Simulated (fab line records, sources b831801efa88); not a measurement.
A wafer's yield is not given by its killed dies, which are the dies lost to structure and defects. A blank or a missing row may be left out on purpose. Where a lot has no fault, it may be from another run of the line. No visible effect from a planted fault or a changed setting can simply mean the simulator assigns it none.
A struck lot beside a sound one / flow sky130 / 44 out of 708 route steps
Sound: these wafers, L607.1, L607.3, L607.6. Wafers struck: L618.1, L618.4, L618.5. The cause is given at the end.
For every step that has rows: the tool of each side, followed by ch and its chambers, followed by its first start. Under that, the readings that differ: sound wafers / struck wafers / difference of the means / sigmas: that difference in standard deviations of wafers without a fault.
alike: same words and numbers on both sides, and readings whose means sit less than 2 such deviations apart. not compared: any withheld reading, any reading some wafer has no value for, any bound like >300 that may hide the same value, and any number with overlapping values for which the record gives no deviation.
A row with sigmas, a row that says differs or no value, or rows on one side alone: a step with any of these is where the two part. Numbers that have no deviation but don't overlap get no sigmas and don't part them. Lack of a reading on every wafer of one side parts them only where that side has two or more wafers.

first, 5 steps without rows for these wafers: SKY_FIELD_ISO_WET_ETCH_18 (etches Si3N4 in H3PO4, target depth 25 nm, time 286 s); SKY_FIELD_ISO_CLEAN_19 (cleans in SC1/SC2, time 150 s); SKY_FIELD_ISO_CLEAN_20 (cleans in dHF, time 20 s); SKY_FIELD_ISO_WET_ETCH_21 (etches SiO2 in dHF, target depth 20 nm, time 400 s); SKY_FIELD_ISO_OXIDATION_22 (stabilise 600 s, purge 300 s, target thk 10 nm).
SKY_FIELD_ISO_THK_MEAS_23:
  sound: film metro-03 at day 3 03:40; struck: film metro-01 at day 5 12:50
  alike: FIELD_ISO_OXIDATION_01_THK
then, 1 step without rows for these wafers: SKY_FIELD_ISO_CVD_24 (deposits SiO2, target thk 595 nm, time 99.2 s).
SKY_FIELD_ISO_THK_MEAS_25:
  sound: film metro-01 at day 3 03:48; struck: film metro-02 at day 5 13:00
  alike: FIELD_ISO_CVD_24_THK
then, 1 step without rows for these wafers: SKY_FIELD_ISO_ANNEAL_26 (time 1800 s).
SKY_FIELD_ISO_CMP_27: polishes, stops on Si3N4, t overpolish 16 s, target thk 457.8 nm.
  sound on cmp-02 ch 0,2,3, day 3 05:25; struck on cmp-02 ch 0,1,3, day 5 14:37
  alike: motor current A, overpolish run s, time to endpoint s
then, 2 steps without rows for these wafers: SKY_FIELD_ISO_WET_ETCH_28 (etches SiO2 in dHF, target depth 23.7 nm, time 47 s); SKY_FIELD_ISO_WET_ETCH_29 (etches Si3N4 in H3PO4, target depth 160 nm, time 1825 s).
SKY_FIELD_ISO_WET_ETCH_30: etches SiO2 in dHF, target depth 25 nm, time 50 s.
  sound on wet bench-02 ch 1, day 3 06:43; struck on wet bench-04 ch 3, day 5 15:24
reading=run length s (s); sound=82 82 82; struck=58 58 58; difference=-24; sigmas=-7
reading=model.SiO2_of_FIELD_ISO_CVD_24.thk nm (nm); sound=406.6 406.3 406.5; struck=419.2 419.6 418.6; difference=+12.7; sigmas=
then, 2 steps without rows for these wafers: SKY_NWELL_CLEAN_00 (cleans in SC1/SC2, time 150 s); SKY_NWELL_OXIDATION_01 (stabilise 600 s, purge 300 s, target thk 10 nm).
SKY_NWELL_THK_MEAS_02:
  sound: film metro-04 at day 3 08:15; struck: film metro-03 at day 5 18:39
  alike: NWELL_OXIDATION_THK
then, 8 steps without rows for these wafers: SKY_DNWELL_DEHYDRATE_00 (time 60 s); SKY_DNWELL_HMDS_01 (prime time 60 s); SKY_DNWELL_COAT_02 (resist thk 3000 nm); SKY_DNWELL_SOFTBAKE_03; SKY_DNWELL_EXPOSE_04 (exposes mask DNM, target cd 3000 nm); SKY_DNWELL_PEB_05; SKY_DNWELL_DEVELOP_06 (develop time 60 s); SKY_DNWELL_IMPLANT_07.
SKY_DNWELL_STRIP_08: strips in O2/N2.
  sound on plasma asher-02 ch 1, day 4 00:38; struck on plasma asher-04 ch 0, day 6 11:34
  alike: drypump motor current A, o2 flow sccm, oes product au, strip time to endpoint s
  not compared: rf hours counter h
SKY_DNWELL_TW_MEAS_09:
  sound: film metro-03 at day 4 00:44; struck: film metro-02 at day 6 11:40
  alike: DNWELL_TW
then, 7 steps without rows for these wafers: SKY_PWDE_DEHYDRATE_00 (time 60 s); SKY_PWDE_HMDS_01 (prime time 60 s); SKY_PWDE_COAT_02 (resist thk 3000 nm); SKY_PWDE_SOFTBAKE_03; SKY_PWDE_EXPOSE_04 (exposes mask PWDEM, target cd 840 nm); SKY_PWDE_PEB_05; SKY_PWDE_DEVELOP_06 (develop time 60 s).
SKY_PWDE_OVL_MEAS_07:
  sound: overlay-02 at day 4 17:13; struck: overlay-01 at day 7 06:40
  alike: PWDE_OVL
next, for these wafers, 1 step has no rows: SKY_PWDE_IMPLANT_08.
SKY_PWDE_STRIP_09: strips in O2/N2.
  sound on plasma asher-03 ch 0,1, day 4 17:25; struck on plasma asher-02 ch 0,1, day 7 06:52
  alike: drypump motor current A, o2 flow sccm, oes product au, strip time to endpoint s
  not compared: rf hours counter h
SKY_PWDE_TW_MEAS_10:
  sound: film metro-04 at day 4 17:31; struck: film metro-02 at day 7 06:59
  alike: PWDE_TW
then, 5 steps without rows for these wafers: SKY_NWELL_DEHYDRATE_03 (time 60 s); SKY_NWELL_HMDS_04 (prime time 60 s); SKY_NWELL_COAT_05 (resist thk 3000 nm); SKY_NWELL_SOFTBAKE_06; SKY_NWELL_EXPOSE_07 (exposes mask NWM, target cd 840 nm).
-- the record jumps here: 26 days lie between the struck wafers' starts before and after (it left off in module NWELL and takes up again in module SALICIDE, whose first step shown is number 361 of the route) --
SKY_SALICIDE_CLEAN_00: cleans in HF-last, time 30 s.
  sound on wet bench-04 ch 0, day 29 12:03; struck on wet bench-04 ch 2, day 33 02:06
reading=model.SiO2_of_FIELD_ISO_CVD_24.thk nm (nm); sound=360.2 359.8 360; struck=372.9 373.3 372.3; difference=+12.8; sigmas=
-- the record jumps here: 16 days lie between the struck wafers' starts before and after (it left off in module SALICIDE and takes up again in module PAD_OPEN, whose first step shown is number 708 of the route) --
SKY_PAD_OPEN_PROBE_99:
  sound: prober-02 at day 46 19:58; struck: prober-01 at day 49 07:01
reading=model.etest.res_p_drift_20v.line ohm um; sound=1.073e+04 1.075e+04 1.085e+04; struck=1.293e+04 1.314e+04 1.294e+04; difference=+2.227e+03; sigmas=
reading=model.etest.res_p_drift_20v.rs ohm sq; sound=9038 8975 9140; struck=1.108e+04 1.113e+04 1.096e+04; difference=+2.006e+03; sigmas=
reading=model.etest.pfet_16v.r on ohm um; sound=1.488e+04 1.466e+04 1.489e+04; struck=1.632e+04 1.614e+04 1.632e+04; difference=+1.450e+03; sigmas=
reading=model.etest.res iso pwell.rs ohm sq; sound=2881 2849 2900; struck=3783 3834 3760; difference=+916; sigmas=
reading=model.etest.res iso pwell.line ohm um; sound=1090 1055 1095; struck=1410 1429 1430; difference=+343; sigmas=
reading=model.etest.res nwell.line ohm um; sound=1152 1128 1138; struck=1298 1328 1307; difference=+172; sigmas=
reading=model.etest.res nwell.rs ohm sq; sound=944.6 930.9 946.1; struck=1113 1112 1108; difference=+170; sigmas=
reading=model.etest.pfet_16v.drive ua um; sound=248.9 254.3 252.4; struck=234.8 234.5 232; difference=-18.1; sigmas=
  alike: killed_at_M0_to_M3, killed_at_M4_up, killed at contacts, killed at front end, killed at other, killed dies, killed open, killed short

== WHERE THEY PART ==
At SKY_FIELD_ISO_WET_ETCH_30 and nowhere else, as far as this record goes. Later steps at which nothing parts them and some readings are alike: SKY_NWELL_THK_MEAS_02, SKY_DNWELL_STRIP_08, SKY_DNWELL_TW_MEAS_09, SKY_PWDE_OVL_MEAS_07, SKY_PWDE_STRIP_09, SKY_PWDE_TW_MEAS_10, SKY_PAD_OPEN_PROBE_99.

WHY: what the simulator had put in
wet bench-04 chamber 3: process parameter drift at SKY_FIELD_ISO_WET_ETCH_30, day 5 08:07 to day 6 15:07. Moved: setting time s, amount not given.
